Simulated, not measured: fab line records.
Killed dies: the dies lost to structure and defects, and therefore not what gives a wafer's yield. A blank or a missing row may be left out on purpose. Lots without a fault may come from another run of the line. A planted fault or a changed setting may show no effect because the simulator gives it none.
Problem report in the 8D (eight disciplines) form, filled by code || flow gf180mcu || the parts of the form that need people (team, actions taken, sign-off) are left out

1. WHAT WENT WRONG
At GF_HV_LDD_CLEAN_51, run_length_s averages 81 s over 6 wafers from 2 lots, while fault-free wafers read 179 s, standard deviation 3.5. That is -28 standard deviations from the usual mean.
The step: cleans in SC1/SC2, time 150 s.
Seen first at day 18 19:38 on wet_bench-04, wafer L469.2. At this step, 42 wafers from 14 lots have a number in the record. Rule for "out" (also "out of limits"): further than 4 standard deviations from the usual mean. The other wafers with a number count as sound.

2. WHAT IT IS AND WHAT IT IS NOT
{"question": "which readings at this step", "is": "run_length_s", "is not": "-"}
{"question": "which lots", "is": "L469, L472", "is not": "L450, L451, L453, L456, L457, L458, L460, L461, L463, L465, L466, L470"}
{"question": "which wafers of those lots", "is": "all that have a number", "is not": "-"}
{"question": "read on which tools", "is": "wet_bench-04", "is not": "wet_bench-02, wet_bench-03"}
{"question": "when", "is": "from day 18 19:38", "is not": "up to then (33 sound wafers); but 3 sound wafers of L470 came after"}

3. THE SUSPECTS, EACH WITH WHAT RULES IT OUT
Counting: a tool stays on the suspect list if, at a process step up to the reading, it processed all lots that are out and no sound lot following the first of them.
- wet_bench-04 at GF_HV_LDD_CLEAN_51 (cleans in SC1/SC2, time 150 s): kept. It processed each lot that is out, first L469 at day 18 19:38, and no sound lot thereafter; up to then, the last sound lot it processed was L463 at day 16 21:59. On those wafers its own readings are out: run_length_s.
After counting, what remains is wet_bench-04 at GF_HV_LDD_CLEAN_51.

4. THE CAUSE (what the simulator had put in)
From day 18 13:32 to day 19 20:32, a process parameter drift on wet_bench-04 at GF_HV_LDD_CLEAN_51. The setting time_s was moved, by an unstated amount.
Only this tool survived the counting.

5. SEQUENCE OF EFFECTS, ordered by route
Each row: a reading whose mean over the struck wafers that have a number lies more than 3 standard deviations from the usual. Readings are gone through only where the record gives a usual standard deviation; hours: the median, over the lots, of the time from a lot's start at the first step in this table giving one to that lot's start at this step; sigmas: the change measured in usual standard deviations.
{"hours": 0, "step": "GF_HV_LDD_CLEAN_51", "reading": "run_length_s", "usual": "179 s", "on struck wafers": 81, "change": -98, "sigmas": -28}
Here are the process steps it includes:
- GF_HV_LDD_CLEAN_51: cleans in SC1/SC2, time 150 s.
Later steps that measure or inspect, where all struck wafers having a row at the step show a number for every such reading and not one has moved that far: GF_V3_RS_MEAS_24.

6. WHAT WOULD HAVE CAUGHT IT SOONER
In this record no reading fell out of limits until day 18 19:38, 6 hours after the fault had begun at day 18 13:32.
